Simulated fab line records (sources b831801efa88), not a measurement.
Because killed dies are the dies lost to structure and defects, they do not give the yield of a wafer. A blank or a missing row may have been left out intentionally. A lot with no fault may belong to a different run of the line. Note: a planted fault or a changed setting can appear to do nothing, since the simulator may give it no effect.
The same fault as seen by 2 desks ; flow sky130 ; every desk sees just its own numbers, and what lay behind them comes last

== FROM THE METROLOGY DESK ==
Lot by lot, what the gauges showed, no matter which tool ran the lot: averages of those sampled wafers that carry a number. Any lot whose mean is over 4 standard deviations away from the usual mean is out of limits and marked OUT; that distance is given in the brackets.
Columns: A = GATE_OXIDE_OVL at SKY_GATE_OXIDE_OVL_MEAS_10, usual -0.1 nm; B = GATE_OXIDE_TW at SKY_GATE_OXIDE_TW_MEAS_14, usual 225.1
lot;first seen here;A;B
L956;day 16 11:16;-1.8;224.6
L958;day 17 00:22;0.3;224.0
L960;day 18 13:59;-0.3;225.5
L961;day 18 17:02;-0.9;224.8
L962;day 19 02:37;0.2;224.4
L967;day 19 23:16;-0.4;224.7
This desk found nothing out of limits on any of the 6 lots.

== THE TOOL OWNER'S DESK: furnace-02 ==
The tool's own readings at SKY_GATE_OXIDE_OXIDATION_16 (stabilise 600 s, purge 300 s, target thk 3.57 nm): means of the sampled wafers that have a number, for each lot that ran on this tool. Any lot whose mean is over 4 standard deviations away from the usual mean is out of limits and marked OUT; that distance is given in the brackets.
Columns: A = ramp up c per min at SKY_GATE_OXIDE_OXIDATION_16, usual 10.000; B = spike tc bottom C at SKY_GATE_OXIDE_OXIDATION_16, usual 818.6 C; C = spike tc centre C at SKY_GATE_OXIDE_OXIDATION_16, usual 800.5 C; D = spike tc lower C at SKY_GATE_OXIDE_OXIDATION_16, usual 801.2 C; E = zone power bottom pct at SKY_GATE_OXIDE_OXIDATION_16, usual 24.1 %; F = zone power centre pct at SKY_GATE_OXIDE_OXIDATION_16, usual 15.2 %; G = zone power lower pct at SKY_GATE_OXIDE_OXIDATION_16, usual 13.7 %
lot;first seen here;A;B;C;D;E;F;G
L956;day 16 11:55;10.001;820.0;801.0;801.3;23.5;15.6;14.8
L960;day 18 14:29;10.001;826.4;805.5 (+4.6) OUT;765.0 (-28) OUT;28.3 (+4.3) OUT;21.3 (+7.9) OUT;2.7 (-6.9) OUT
L962;day 19 05:56;10.000;825.3;805.1 (+4.2) OUT;765.6 (-27) OUT;28.1 (+4.2) OUT;21.3 (+8.0) OUT;2.7 (-6.9) OUT
This desk's finding: out of limits on L960, L962; first on L960, day 18 14:29 (spike tc centre C at SKY_GATE_OXIDE_OXIDATION_16). In limits: L956.

== TAKEN TOGETHER ==
At day 18 14:29, on L960, L962, the tool owner's desk was in a position to raise an alarm.
Nothing out of limits was seen by the metrology desk.
The metrology desk has L960, L962 on record, within its limits.
All the named lots went through SKY_GATE_OXIDE_OXIDATION_16 on furnace-02.

== WHAT HAD BEEN PUT IN BY THE SIMULATOR ==
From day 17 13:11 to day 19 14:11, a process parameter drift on furnace-02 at SKY_GATE_OXIDE_OXIDATION_16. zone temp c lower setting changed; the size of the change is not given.
Shown lots that were struck: L960, L962.
Delay in hours, fault start to first out-of-limits reading, by desk: the tool owner's desk at 25.
